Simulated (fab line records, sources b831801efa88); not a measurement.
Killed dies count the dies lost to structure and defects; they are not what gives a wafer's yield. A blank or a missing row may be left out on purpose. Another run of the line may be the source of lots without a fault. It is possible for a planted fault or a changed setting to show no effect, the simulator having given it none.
Chamber matching | flow gf180mcu | cmp-02 running GF_V4_CMP_26: 4 sister chambers
The step polishes, stops on SiO2, t overpolish 15 s, target thk 0 nm. 4 wafers are shown with their chamber, then 8 later ones without.

== WAFERS WITH THEIR CHAMBER ==
wafer  | chamber | motor-current-A (A)
L716.6 | 1       | 12.0
L717.1 | 2       | 10.7
L717.5 | 3       | 8.4
L718.1 | 0       | 13.0

== WAFERS WHOSE CHAMBER IS MISSING ==
wafer  | motor-current-A (A)
L718.2 | 10.4
L718.4 | 12.8
L721.2 | 12.4
L721.4 | 8.6
L721.5 | 8.3
L722.2 | 13.3
L722.4 | 10.2
L722.5 | 9.8

== WHICH CHAMBER EACH WENT THROUGH ==
wafer  | from the rows above     | in truth
L718.2 | 2                       | 2
L718.4 | can't be placed: 0 or 1 | 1
L721.2 | can't be placed: 1 or 0 | 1
L721.4 | 3                       | 3
L721.5 | 3                       | 3
L722.2 | 0                       | 0
L722.4 | 2                       | 2
L722.5 | can't be placed: 2 or 3 | 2
5 of 8 placed correctly. Cannot be placed on the basis of these rows: 3; the candidates contain the true chamber in 3. Number placed wrongly: 0.
How it was worked out, from the rows above alone: a wafer's distance from a chamber is the root of the sum, over the readings, of the square of ((its reading less the chamber's mean) divided by the reading's scatter). If the next closest chamber is less than 2 further off than the closest, the wafer can't be placed; otherwise it belongs to the closest. A chamber's mean is the mean of its shown wafers. The scatter (one wafer shown for each chamber): square how far every hidden wafer sits from the nearest shown wafer, average those squares and take the square root.
